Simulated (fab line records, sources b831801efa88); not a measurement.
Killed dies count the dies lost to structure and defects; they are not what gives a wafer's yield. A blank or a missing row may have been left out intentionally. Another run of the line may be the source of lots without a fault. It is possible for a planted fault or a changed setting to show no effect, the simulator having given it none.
Code-filled problem report in 8D (eight disciplines) form + flow sfqLine + the parts of the form that need people (team, actions taken, sign-off) are left out

== 1. WHAT IS WRONG ==
Wafers without a fault read 139.0 s, standard deviation 0.59; runLengthS at SFQ_TRILAYER_I2_DEP_PECVD_063 reads a mean of 142.3 s on 3 wafers belonging to 3 lots. That puts it +5.6 standard deviations away from the usual mean.
The step: deposits SiO2 from SiH4/N2O, time 111.11 s, target thk 500 nm.
First seen on wafer L900.3, day 29 17:22, on pecvd-01. The record has a number at this step for 20 wafers belonging to 7 lots. Rule for "out", or "out of limits": more than 4 standard deviations from the usual mean. All remaining wafers that have a number are taken as sound.

== 2. WHAT IT IS, AND WHAT IT ISN'T ==
| question                    | is                     | is not                                                                          |
|-----------------------------|------------------------|---------------------------------------------------------------------------------|
| which readings at this step | runLengthS             | heaterPowerW, throttleValvePct                                                  |
| which lots                  | L900, L901, L904       | L888, L893, L896, L909                                                          |
| which wafers of those lots  | L900.3, L901.3, L904.3 | L900.4, L900.6, L901.1, L901.6, L904.5                                          |
| read on which tools         | pecvd-01               | pecvd-03, pecvd-04                                                              |
| when                        | from day 29 17:22      | up to then (11 sound wafers); but 6 sound wafers of L901, L904, L909 came after |

== 3. WHAT RULES OUT EACH SUSPECT ==
Counting: a tool at a process step up to the reading stays a suspect if it ran every lot that is out. Sound lots after the first of them don't rule it out here, since some wafers of a struck lot are sound.
- pecvd-01 at SFQ_TRILAYER_I2_DEP_PECVD_063 (deposits SiO2 from SiH4/N2O, time 111.11 s, target thk 500 nm): kept. It processed each lot that is out (first: L900, day 29 17:22); up to then, its last sound lot is L896 (day 27 16:28). On those wafers its own readings are out: runLengthS.
The count leaves pecvd-01 at SFQ_TRILAYER_I2_DEP_PECVD_063.

== 4. THE CAUSE (what the simulator had put in) ==
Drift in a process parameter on pecvd-01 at SFQ_TRILAYER_I2_DEP_PECVD_063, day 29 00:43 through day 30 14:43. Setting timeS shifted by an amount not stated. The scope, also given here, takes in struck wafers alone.
Only this tool survived the counting.

== 5. THE CHAIN OF EFFECTS, in route order ==
Each row: a reading where the mean over the struck wafers with a number is more than 3 standard deviations away from the usual. Readings are gone through only where the record gives a usual standard deviation; hours: the median, over the lots, of the time from a lot's start at the first step in this table giving one to that lot's start at this step; sigmas: the change measured in usual standard deviations.
| hours | step                          | reading    | usual   | on struck wafers | change | sigmas |
|-------|-------------------------------|------------|---------|------------------|--------|--------|
| 0     | SFQ_TRILAYER_I2_DEP_PECVD_063 | runLengthS | 139.0 s | 142.3            | +3.3   | +5.6   |
Its process steps:
- SFQ_TRILAYER_I2_DEP_PECVD_063: deposits SiO2 from SiH4/N2O, time 111.11 s, target thk 500 nm.

== 6. WHAT WOULD HAVE CAUGHT IT SOONER ==
First out-of-limits reading in this record: day 29 17:22, which is 17 hours after fault onset at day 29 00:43.
